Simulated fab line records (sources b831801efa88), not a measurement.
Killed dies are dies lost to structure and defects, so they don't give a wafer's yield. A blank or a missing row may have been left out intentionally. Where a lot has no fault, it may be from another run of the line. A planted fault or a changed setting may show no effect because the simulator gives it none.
A struck lot beside a sound one :: flow gf180mcu :: 33 out of 602 route steps
Sound: these wafers, L659.1, L659.3, L659.4. The struck wafers were L670.1, L670.4, L670.5. The cause comes at the end.
For every step that has rows: the tool of each side, followed by ch and its chambers, followed by its first start. Under that, the readings that differ: sound wafers :: struck wafers :: difference of the means :: sigmas: that difference in standard deviations of wafers without a fault.
alike: readings with means less than 2 such deviations apart, plus words and numbers identical on both sides. not compared: withheld readings, readings lacking a value on some wafer, bounds such as >300 that could conceal the same value, and numbers that have no deviation in the record and whose values overlap.
A row with sigmas, a row that says differs or no value, or rows on one side alone: a step with any of these is where the two part. Non-overlapping numbers with no deviation appear without sigmas and do not part them. Lack of a reading on every wafer of one side parts them only where that side has two or more wafers.

first, 2 steps without rows for these wafers: GF_M1_PEB_12 (peb time 90 s); GF_M1_DEVELOP_13 (develop time 60 s).
GF_M1_CD_MEAS_14 targets a cd of 230 nm.
  sound on cdSem-01 at day 18 15:51; struck on cdSem-01 at day 21 23:19
  alike: cdNm
GF_M1_OVL_MEAS_15:
  sound on overlay-01 at day 18 15:58; struck on overlay-01 at day 21 23:26
  alike: M1_OVL
GF_M1_METAL_ETCH_16: etches the open film in Cl2/BCl3, stops on SiO2, target depth 627.5 nm, time 104.6 s.
  sound on rieMetal-01 ch 0,1, day 18 16:01; struck on rieMetal-03 ch 0,1, day 21 23:28
  alike: chamberPressureMTorr, drypumpMotorCurrentA, oesProductAu, throttleValvePct
  not compared: rfHoursCounterH
then, 4 steps without rows for these wafers: GF_M1_STRIP_17 (strips in O2/N2); GF_M1_STRIP_18 (strips in post etch residue remover, time 1200 s); GF_M1_CLEAN_19 (cleans in DIW); GF_V1_CVD_00 (deposits SiO2, target thk 600 nm, time 100 s).
GF_V1_THK_MEAS_01:
  sound on filmMetro-02 at day 18 16:44; struck on filmMetro-02 at day 22 00:11
  alike: V1_CVD_00_THK
then, 1 step without rows for these wafers: GF_V1_CVD_02 (deposits SiO2 from TEOS, target thk 850 nm, time 94.851 s).
GF_V1_THK_MEAS_03:
  sound on filmMetro-01 at day 18 16:52; struck on filmMetro-04 at day 22 00:19
  alike: V1_CVD_02_THK
GF_V1_CMP_04: polishes SiO2.
  sound on cmp-02 ch 0,1,3, day 18 17:01; struck on cmp-01 ch 0,1,2, day 22 00:28
  no value came back on the struck wafers for edgeZonePressureFrac, headPressurePsi (psi), motorCurrentA (A), timeToEndpointS (s); on the sound wafers edgeZonePressureFrac reads 0.995 0.996 0.991
reading: model.SiO2_of_V1_CVD_02.thkNm (nm)
sound: 632.6 632.5 633.2
struck: 838.6 846 859.6
difference: +215.3
sigmas: 
GF_V1_BOW_MEAS_05:
  sound on filmMetro-01 at day 18 17:19; struck on filmMetro-01 at day 22 00:40
  alike: V1_BOW
then, 8 steps without rows for these wafers: GF_V1_DEHYDRATE_06 (time 60 s); GF_V1_HMDS_07 (prime time 60 s); GF_V1_COAT_08; GF_V1_COAT_09 (resist thk 1000 nm); GF_V1_SOFTBAKE_10 (time 60 s); GF_V1_EXPOSE_11 (exposes mask Via1, target cd 260 nm); GF_V1_PEB_12 (peb time 90 s); GF_V1_DEVELOP_13 (develop time 60 s).
GF_V1_CD_MEAS_14 targets a cd of 260 nm.
  sound on cdSem-02 at day 19 17:33; struck on cdSem-01 at day 22 23:40
  alike: cdNm
GF_V1_OVL_MEAS_15:
  sound on overlay-02 at day 19 17:40; struck on overlay-02 at day 22 23:47
  alike: V1_OVL
GF_V1_ETCH_16: etches BARC in N2/H2.
  sound on rieDiel-03 ch 0,1,3, day 19 17:43; struck on rieDiel-03 ch 2,3, day 22 23:49
  alike: chamberPressureMTorr, drypumpMotorCurrentA, h2FlowSccm, oesProductAu, throttleValvePct
GF_V1_ETCH_17: etches SiO2 in C4F8/O2/Ar, stops on TiN, target depth 630 nm.
  sound: rieDiel-03 ch 0,1,3; struck: rieDiel-03 ch 2,3
reading: oesProductAu (a.u.)
sound: 0.852 0.855 0.855
struck: 1.611 1.620 1.624
difference: +0.764
sigmas: +99 or more

reading: model.etch.depthNm (nm)
sound: 632.6 632.5 633.2
struck: 816.9 822.6 819.5
difference: +186.9
sigmas: 

reading: model.V1.featureDepthNm (nm)
sound: 632.6 632.5 633.2
struck: 816.9 822.6 819.5
difference: +186.9
sigmas: 
  alike: chamberPressureMTorr
then, 3 steps without rows for these wafers: GF_V1_STRIP_18 (strips in O2/N2); GF_V1_STRIP_19 (strips in post etch residue remover, time 1200 s); GF_V1_CLEAN_20 (cleans in DIW).
GF_V1_SPUTTER_21: material Ti, target thk 15 nm, time 80.02 s.
  sound on pvdSputter-01 at day 19 18:23; struck on pvdSputter-04 at day 23 00:30
  alike: throttleValvePct
GF_V1_SPUTTER_22: material TiN, target thk 10 nm, time 40 s.
  sound on pvdSputter-01 at day 19 18:26; struck on pvdSputter-04 at day 23 00:34
  alike: throttleValvePct
GF_V1_CVD_23: deposits W, target thk 350 nm, time 105.05 s.
  sound on cvdW-01 ch 0,1, day 19 18:29; struck on cvdW-01 ch 0,1, day 23 00:36
  alike: heaterPowerW
GF_V1_CMP_26: polishes, stops on SiO2, t overpolish 15 s, target thk 0 nm.
  sound on cmp-01 ch 0,1,2, day 19 18:47; struck on cmp-02 ch 0,2, day 23 00:57
reading: model.SiO2_of_V1_CVD_02.thkNm (nm)
sound: 628.8 628.8 629.4
struck: 834.8 842.2 855.8
difference: +215.3
sigmas: 
  alike: edgeZonePressureFrac, headPressurePsi, motorCurrentA

WHERE THEY PART
Earliest at GF_V1_CMP_04; latest, in this record, at GF_V1_ETCH_17. Later steps at which nothing parts them and some readings are alike: GF_V1_SPUTTER_21, GF_V1_SPUTTER_22, GF_V1_CVD_23, GF_V1_CMP_26.

WHY: the cause the simulator had injected
Beginning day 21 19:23, the whole step at GF_V1_CMP_04 was skipped on cmp-01. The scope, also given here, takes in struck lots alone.
